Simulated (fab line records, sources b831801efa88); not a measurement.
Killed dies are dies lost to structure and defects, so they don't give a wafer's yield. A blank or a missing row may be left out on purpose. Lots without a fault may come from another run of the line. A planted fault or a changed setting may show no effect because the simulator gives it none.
Which tool did it? | flow gf180mcu | 13 lots, 39 wafers sampled, at 4 steps of a route of 602

WHAT THE GAUGES READ, wafer by wafer
GF_V4_THK_MEAS_25: measures by xrf.
lot  | measured     | on            | V4_W_THK (nm)
L892 | day 25 00:58 | film_metro-02 | 351 363 362
L894 | day 25 17:46 | film_metro-01 | 350 352 347
L895 | day 26 01:15 | film_metro-04 | 345 355 344
L897 | day 26 18:07 | film_metro-04 | 345 341 345
L898 | day 26 23:37 | film_metro-02 | 353 351 357
L899 | day 27 03:40 | film_metro-04 | 344 346 346
L900 | day 27 13:13 | film_metro-04 | 341 345 344
L903 | day 28 08:26 | film_metro-02 | 342 351 347
L904 | day 28 22:13 | film_metro-02 | 348 351 350
L907 | day 29 16:50 | film_metro-02 | 355 358 357
L908 | day 29 19:21 | film_metro-02 | 356 362 358
L911 | day 30 20:03 | film_metro-02 | 349 357 355
L913 | day 31 01:31 | film_metro-04 | 349 349 349

GF_M5_CD_MEAS_07: target cd 280 nm.
lot  | measured     | on        | cd_nm (nm)
L892 | day 26 19:48 | cd_sem-01 | 280.6 280.3 279.7
L894 | day 27 12:58 | cd_sem-02 | 277.6 278.3 278.8
L895 | day 27 18:39 | cd_sem-01 | 281.8 282.1 281.3
L897 | day 28 12:14 | cd_sem-01 | 278.1 277.3 277.4
L898 | day 28 16:28 | cd_sem-02 | 278.3 278.7 278.7
L899 | day 28 21:05 | cd_sem-02 | 282.5 282.1 281.5
L900 | day 29 04:56 | cd_sem-01 | 281.9 281.0 282.1
L903 | day 29 23:33 | cd_sem-02 | 279.1 278.9 278.9
L904 | day 30 13:14 | cd_sem-02 | 280.0 279.8 279.2
L907 | day 31 06:50 | cd_sem-01 | 280.5 275.2 277.8
L908 | day 31 08:05 | cd_sem-01 | 282.1 275.7 276.3
L911 | day 32 07:34 | cd_sem-02 | 280.0 280.3 280.4
L913 | day 32 12:49 | cd_sem-01 | 279.3 280.2 278.8

GF_M5_OVL_MEAS_08.
lot  | measured     | on         | M5_OVL (nm)
L892 | day 26 19:53 | overlay-01 | -7 1 -1
L894 | day 27 13:05 | overlay-02 | 6 11 5
L895 | day 27 18:46 | overlay-01 | 2 1 0
L897 | day 28 12:20 | overlay-01 | -18 -4 -8
L898 | day 28 16:35 | overlay-01 | 6 -2 1
L899 | day 28 21:11 | overlay-01 | -3 3 -1
L900 | day 29 05:02 | overlay-01 | 6 11 2
L903 | day 29 23:40 | overlay-01 | -10 -1 -6
L904 | day 30 13:20 | overlay-02 | -11 1 -5
L907 | day 31 06:56 | overlay-01 | 3 1 2
L908 | day 31 08:11 | overlay-01 | -12 -4 -7
L911 | day 32 07:41 | overlay-01 | 4 -7 0
L913 | day 32 12:56 | overlay-02 | -7 -5 -4

WHICH TOOL RAN EACH LOT (tool, then ch and the chambers of the sampled wafers, then the start)
lot  | GF_M5_PEB_05
L892 | litho_track-01 ch 0, day 26 19:29
L894 | litho_track-01 ch 0, day 27 12:37
L895 | litho_track-02 ch 0, day 27 18:18
L897 | litho_track-01 ch 0, day 28 11:54
L898 | litho_track-04 ch 0, day 28 16:07
L899 | litho_track-01 ch 0, day 28 20:44
L900 | litho_track-01 ch 0, day 29 04:35
L903 | litho_track-02 ch 0, day 29 23:12
L904 | litho_track-02 ch 0, day 30 12:55
L907 | litho_track-01 ch 0, day 31 06:29
L908 | litho_track-01 ch 0, day 31 07:44
L911 | litho_track-04 ch 0, day 32 07:13
L913 | litho_track-04 ch 0, day 32 12:28
- GF_M5_PEB_05: peb time 90 s.

WHAT THE TOOLS THEMSELVES READ (means of the sampled wafers that have a number; where no wafer has one, the mark that the record gives instead)
The record holds no such reading with a usual standard deviation.

THE ANSWER, worked out from the rows above alone
Rule: what is usual is taken from the lots themselves. Put in order of their means at a reading, lots are off if they are a third of the lots or fewer, leave a main group of 4 or more, and stand apart from it by a gap of 3 or more times the standard deviation of the main group's means; of several such gaps the widest counts. A main group whose means are all the same, to the digits that the tables above print for the reading, isn't used. A lot without any number at a reading at which 4 lots or more have one is off too. The other lots that the step has rows for count as sound. The gauges are gone through in route order, then the tools' own readings, and for those a lot's mean is taken as printed above. The first step at which some lot is off is used, and at that step the reading that is off furthest; a lot without a number counts as furthest.
No lot is off at any reading shown: from this, nothing can be told.

WHAT THE SIMULATOR HAD PUT IN
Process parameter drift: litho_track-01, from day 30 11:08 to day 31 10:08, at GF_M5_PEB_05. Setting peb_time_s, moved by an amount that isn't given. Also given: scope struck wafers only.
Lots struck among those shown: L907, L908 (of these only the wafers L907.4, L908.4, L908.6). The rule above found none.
